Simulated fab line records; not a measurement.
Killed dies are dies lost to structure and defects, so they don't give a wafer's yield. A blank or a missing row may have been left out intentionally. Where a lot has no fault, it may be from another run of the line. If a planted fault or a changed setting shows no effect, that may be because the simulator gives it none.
Which tool did it?	flow sky130	24 lots with 72 wafers sampled at 5 steps, on a route of 708 steps

WHAT THE GAUGES READ, wafer by wafer
SKY_LOCAL_INTERCONNECT_CD_MEAS_11: the cd target is 170 nm.
lot	measured	on	cd nm (nm)
L074	day 30 16:54	cd sem-02	168.3 167.7 170.2
L075	day 30 17:05	cd sem-01	168.9 167.8 169.4
L076	day 31 03:48	cd sem-02	169.0 168.7 168.7
L077	day 31 07:34	cd sem-02	170.2 168.6 169.8
L078	day 32 03:46	cd sem-01	170.6 168.8 169.7
L079	day 32 15:31	cd sem-02	169.6 170.6 170.5
L081	day 32 15:52	cd sem-01	169.4 170.3 171.8
L080	day 32 16:26	cd sem-01	172.5 172.9 172.1
L082	day 33 01:43	cd sem-02	172.4 171.4 169.8
L083	day 33 15:01	cd sem-01	167.2 166.0 166.0
L084	day 33 15:07	cd sem-02	170.6 172.1 172.2
L086	day 34 11:34	cd sem-01	169.1 169.9 169.1
L085	day 34 14:08	cd sem-01	169.2 170.3 170.6
L089	day 35 19:54	cd sem-01	168.2 167.9 168.8
L088	day 35 20:52	cd sem-01	171.5 172.2 171.2
L087	day 35 21:20	cd sem-01	170.2 169.3 171.3
L090	day 35 22:20	cd sem-01	171.3 171.9 171.6
L092	day 36 16:32	cd sem-01	170.2 171.2 171.7
L091	day 36 18:44	cd sem-01	170.3 168.7 170.6
L093	day 36 20:56	cd sem-01	171.2 170.4 169.1
L094	day 36 23:29	cd sem-01	169.7 169.3 169.7
L095	day 37 14:35	cd sem-01	172.2 170.5 169.1
L097	day 37 19:57	cd sem-01	172.2 172.2 172.4
L096	day 37 22:36	cd sem-01	168.2 169.1 168.7

SKY_LOCAL_INTERCONNECT_OVL_MEAS_12.
lot	measured	on	LOCAL_INTERCONNECT_OVL (nm)
L074	day 30 16:59	overlay-02	2 6 4
L075	day 30 17:13	overlay-01	-4 -9 -12
L076	day 31 03:53	overlay-02	-8 -8 -9
L077	day 31 07:41	overlay-02	5 3 -1
L078	day 32 03:53	overlay-01	-5 -8 -9
L079	day 32 15:38	overlay-01	-8 -2 -3
L081	day 32 15:59	overlay-02	-5 -3 -6
L080	day 32 16:34	overlay-02	-4 -8 -3
L082	day 33 01:50	overlay-01	-1 -6 -7
L083	day 33 15:08	overlay-01	-6 -5 -8
L084	day 33 15:13	overlay-02	-7 -13 -9
L086	day 34 11:40	overlay-02	-6 -10 4
L085	day 34 14:16	overlay-01	1 6 14
L089	day 35 20:01	overlay-02	6 1 1
L088	day 35 20:59	overlay-02	-4 -4 -12
L087	day 35 21:28	overlay-01	-3 -3 1
L090	day 35 22:26	overlay-02	0 -1 -4
L092	day 36 16:40	overlay-02	4 -4 -3
L091	day 36 18:51	overlay-02	0 -8 -13
L093	day 36 21:01	overlay-02	10 10 -3
L094	day 36 23:37	overlay-01	-4 2 -1
L095	day 37 14:43	overlay-01	2 1 -5
L097	day 37 20:03	overlay-02	1 -8 1
L096	day 37 22:42	overlay-02	-2 1 -1

SKY_CAPM_THK_MEAS_01.
lot	measured	on	CAPM_CVD_00_THK (nm)
L074	day 36 23:37	film metro-03	15.70 15.78 15.94
L075	day 36 23:46	film metro-03	15.19 15.54 15.85
L076	day 37 12:12	film metro-03	15.59 15.71 15.31
L077	day 37 15:08	film metro-03	15.17 15.38 15.80
L078	day 38 04:49	film metro-03	15.23 15.63 15.52
L079	day 38 21:34	film metro-02	15.00 15.10 15.19
L081	day 38 22:03	film metro-04	15.62 15.58 15.66
L080	day 38 21:44	film metro-02	15.27 15.28 15.60
L082	day 39 04:32	film metro-04	15.19 15.15 15.60
L083	day 39 18:19	film metro-02	15.64 15.45 15.88
L084	day 39 19:58	film metro-04	15.41 15.81 15.54
L086	day 40 10:03	film metro-03	15.92 15.55 15.72
L085	day 40 11:32	film metro-04	15.27 15.00 15.19
L089	day 41 05:13	film metro-04	15.08 15.17 15.14
L088	day 41 08:24	film metro-04	15.84 15.84 16.12
L087	day 41 11:17	film metro-03	15.36 15.23 15.50
L090	day 41 11:53	film metro-04	15.40 15.56 15.50
L092	day 42 05:49	film metro-02	15.68 15.52 15.96
L091	day 42 07:34	film metro-04	15.44 15.77 16.03
L093	day 42 12:57	film metro-03	15.56 16.00 15.90
L094	day 42 13:14	film metro-03	15.77 15.44 15.73
L095	day 43 00:30	film metro-02	15.53 15.34 15.59
L097	day 43 06:57	film metro-03	15.52 15.32 15.45
L096	day 43 12:05	film metro-02	15.14 15.44 15.30

SKY_VIA3_THK_MEAS_23: measures by xrf.
lot	measured	on	VIA3_W_THK (nm)
L074	day 40 06:22	film metro-01	394 384 381
L075	day 40 06:31	film metro-02	401 394 403
L076	day 40 17:05	film metro-02	385 387 395
L077	day 40 18:34	film metro-04	403 398 395
L078	day 41 11:48	film metro-02	391 382 391
L079	day 42 00:18	film metro-04	390 388 387
L081	day 42 03:02	film metro-04	398 395 405
L080	day 42 02:05	film metro-04	383 388 385
L082	day 42 09:59	film metro-01	397 389 389
L083	day 42 20:10	film metro-04	396 399 402
L084	day 42 23:36	film metro-02	383 388 395
L086	day 43 13:09	film metro-02	395 395 396
L085	day 43 14:55	film metro-04	402 396 398
L089	day 44 05:47	film metro-04	389 402 405
L088	day 44 09:55	film metro-04	395 397 396
L087	day 44 12:35	film metro-02	393 388 392
L090	day 44 14:29	film metro-01	394 394 385
L092	day 45 05:44	film metro-01	391 387 388
L091	day 45 06:53	film metro-02	395 399 399
L093	day 45 12:51	film metro-01	386 391 378
L094	day 45 13:16	film metro-02	397 402 403
L095	day 45 21:05	film metro-04	391 391 388
L097	day 46 03:36	film metro-02	387 387 391
L096	day 46 08:55	film metro-04	390 389 387

EACH LOT AND THE TOOL THAT RAN IT (in order: tool; ch and the chambers of the sampled wafers; start)
lot	SKY_METAL1_DESCUM_17
L074	rie metal-02 ch 0,1, day 33 02:46
L075	rie metal-01 ch 0,1, day 33 03:02
L076	rie metal-02 ch 0,1, day 33 12:55
L077	rie metal-02 ch 0,1, day 33 16:08
L078	rie metal-03 ch 1, day 34 12:50
L079	rie metal-02 ch 0, day 35 18:44
L081	rie metal-01 ch 0, day 35 18:58
L080	rie metal-03 ch 0,1, day 35 19:05
L082	rie metal-01 ch 0, day 35 21:22
L083	rie metal-02 ch 0,1, day 36 10:09
L084	rie metal-01 ch 1, day 36 11:17
L086	rie metal-01 ch 0,1, day 37 00:26
L085	rie metal-02 ch 0,1, day 37 01:44
L089	rie metal-02 ch 0,1, day 37 20:47
L088	rie metal-01 ch 0,1, day 37 22:59
L087	rie metal-03 ch 0,1, day 37 23:55
L090	rie metal-01 ch 0,1, day 38 00:52
L092	rie metal-03 ch 0,1, day 38 21:05
L091	rie metal-02 ch 0,1, day 38 23:03
L093	rie metal-02 ch 0,1, day 39 02:34
L094	rie metal-03 ch 0,1, day 39 04:25
L095	rie metal-03 ch 0,1, day 39 19:34
L097	rie metal-02 ch 0,1, day 40 01:20
L096	rie metal-02 ch 0,1, day 40 02:34
- SKY_METAL1_DESCUM_17: chemistry O2, time 8 s.

WHAT THE TOOLS THEMSELVES READ (means of the sampled wafers that have a number; where no wafer has one, the mark that the record gives instead)
SKY_METAL1_DESCUM_17.
lot	tool	drypump motor current A (A)	oes product au (a.u.)
L074	rie metal-02	5.2	1.003
L075	rie metal-01	5.6	1.014
L076	rie metal-02	5.2	0.997
L077	rie metal-02	5.2	1.001
L078	rie metal-03	5.8	1.024
L079	rie metal-02	5.1	1.019
L081	rie metal-01	6.0	1.022
L080	rie metal-03	6.2	1.012
L082	rie metal-01	6.0	1.022
L083	rie metal-02	5.2	1.020
L084	rie metal-01	5.4	1.018
L086	rie metal-01	5.6	1.022
L085	rie metal-02	5.2	1.009
L089	rie metal-02	5.2	1.014
L088	rie metal-01	5.8	1.023
L087	rie metal-03	6.2	1.018
L090	rie metal-01	5.6	1.016
L092	rie metal-03	6.2	1.002
L091	rie metal-02	5.2	1.013
L093	rie metal-02	5.2	1.008
L094	rie metal-03	6.2	1.018
L095	rie metal-03	6.2	1.016
L097	rie metal-02	5.2	1.017
L096	rie metal-02	5.2	1.007

THE ANSWER, worked out from the rows above alone
Rule: what is usual is taken from the lots themselves. The widest of any qualifying gaps counts: lots, ordered by their means at a reading, are off when they make up no more than a third of the lots, leave a main group of 4 or more, and stand apart from it by 3 or more times the standard deviation of that group's means. The tables above print the reading to a certain number of digits; a main group whose means all agree to those digits is not used. Also off: a lot with no number at a reading for which 4 or more lots have one. The other lots that the step has rows for count as sound. First the gauges in route order, then the tools' own readings, where a lot's mean is used as printed above. At the first step where some lot is off, the reading lying furthest off is the one used; lots without a number count as furthest.
Across all readings shown, no lot is off: no conclusion can be drawn from this.

WHAT WAS PUT IN BY THE SIMULATOR
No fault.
